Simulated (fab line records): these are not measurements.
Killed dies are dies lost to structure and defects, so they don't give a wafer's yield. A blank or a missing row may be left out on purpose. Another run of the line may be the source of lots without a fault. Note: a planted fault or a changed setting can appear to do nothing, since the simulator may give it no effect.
Struck lot and sound lot, side by side + flow sfq-line + 13 steps out of a route of 325
Sound: these wafers, L311.2, L311.3, L311.6. Struck: wafer L302.4. (L302.6 of the same lot was not struck and is left out.) The cause comes at the end.
Order at every step that has rows: each side's tool, ch and its chambers, its first start. Under that, the readings that differ: sound wafers + struck wafers + difference of the means + sigmas: that difference in standard deviations of wafers without a fault.
alike: words and numbers the same on both sides, and readings whose means are apart by under 2 such deviations; not compared: readings that were withheld, readings missing a value for some wafer, numbers with overlapping values and no deviation given by the record, and bounds like >300 which may hide the same value.
A row with sigmas, a row that says differs or no value, or rows on one side alone: a step with any of these is where the two part. When numbers do not overlap yet have no deviation, they are printed without sigmas and do not part them. A reading missing from all wafers of one side parts the sides only when that side holds two or more wafers.

first, 1 step without rows for these wafers: SFQ_TRILAYER_M1_DEP_PRE_CLEAN_038 (time 22.5 s).
SFQ_TRILAYER_M1_DEP_SPUTTER_037: material Nb, target thk 200 nm, time 133.3 s.
  sound on pvd-sputter-05 at day 14 05:26; struck on pvd-sputter-04 at day 11 10:41
  alike: base-pressure-pa, throttle-valve-pct
SFQ_M1_RS_MEAS_909: measurement is done with a four-point probe.
  sound on film-metro-01 at day 14 05:32; struck on film-metro-01 at day 11 10:50
  alike: M1_NB_RS
then, 6 steps without rows for these wafers: SFQ_TRILAYER_M1_LITHO_COAT_044 (resist thk 62 nm); SFQ_TRILAYER_M1_LITHO_COAT_039 (resist thk 600 nm); SFQ_TRILAYER_M1_LITHO_SOFTBAKE_043; SFQ_TRILAYER_M1_LITHO_EXPOSE_040 (exposes mask M1, target cd 500 nm); SFQ_TRILAYER_M1_LITHO_PEB_042 (peb time 60 s); SFQ_TRILAYER_M1_LITHO_DEVELOP_041 (time 60 s).
-- the record jumps here: 4 days lie between the struck wafers' starts before and after --
SFQ_M1_OVL_MEAS_911:
  sound on overlay-01 at day 18 10:20; struck on overlay-01 at day 15 00:51
  alike: M1_OVL
SFQ_TRILAYER_M1_BARC_OPEN_METAL_ETCH_054: etches BARC in O2, target depth 125 nm, time 41.7 s.
  sound on rie-metal-02 ch 0, day 18 10:23; struck on rie-metal-04 ch 1, day 15 00:53
| reading                     | sound       | struck | difference | sigmas |
|-----------------------------|-------------|--------|------------|--------|
| drypump-motor-current-A (A) | 5.5 5.5 5.5 | 6.2    | +0.7       | +2     |
  alike: oes-product-au, run-length-s
  not compared: rf-hours-counter-h
SFQ_TRILAYER_M1_ETCH_METAL_ETCH_042: etches Nb in Cl2/Ar, stops on SiO2, target depth 240 nm, time 120 s.
  sound on rie-metal-02 ch 0, day 18 10:32; struck on rie-metal-04 ch 1, day 15 00:58
| reading                                             | sound             | struck | difference | sigmas |
|-----------------------------------------------------|-------------------|--------|------------|--------|
| drypump-motor-current-A (A)                         | 5.5 5.5 5.5       | 6.2    | +0.7       | +2     |
| oes-product-au (a.u.)                               | 0.894 0.894 0.896 | 0.986  | +0.091     | +13    |
| run-length-s (s)                                    | 148.3 147.9 148.5 | 138.7  | -9.5       | -12    |
| model.KrF_of_TRILAYER_M1_LITHO_COAT_039.thk-nm (nm) | 387.8 389.9 388.5 | 393    | +4         |        |
  not compared: rf-hours-counter-h
SFQ_TRILAYER_M1_STRIP_STRIP_043: strips in O2.
  sound on rie-metal-02 ch 0, day 18 10:56; struck on rie-metal-04 ch 1, day 15 01:16
| reading                     | sound             | struck | difference | sigmas |
|-----------------------------|-------------------|--------|------------|--------|
| drypump-motor-current-A (A) | 5.4 5.4 5.4       | 6.2    | +0.8       | +2     |
| oes-product-au (a.u.)       | 0.980 0.985 0.976 | 1.009  | +0.029     | +3     |
  not compared: rf-hours-counter-h

WHERE THEY PART
Last at SFQ_TRILAYER_M1_STRIP_STRIP_043 as far as this record goes, first at SFQ_TRILAYER_M1_BARC_OPEN_METAL_ETCH_054.

WHY: the cause the simulator had injected
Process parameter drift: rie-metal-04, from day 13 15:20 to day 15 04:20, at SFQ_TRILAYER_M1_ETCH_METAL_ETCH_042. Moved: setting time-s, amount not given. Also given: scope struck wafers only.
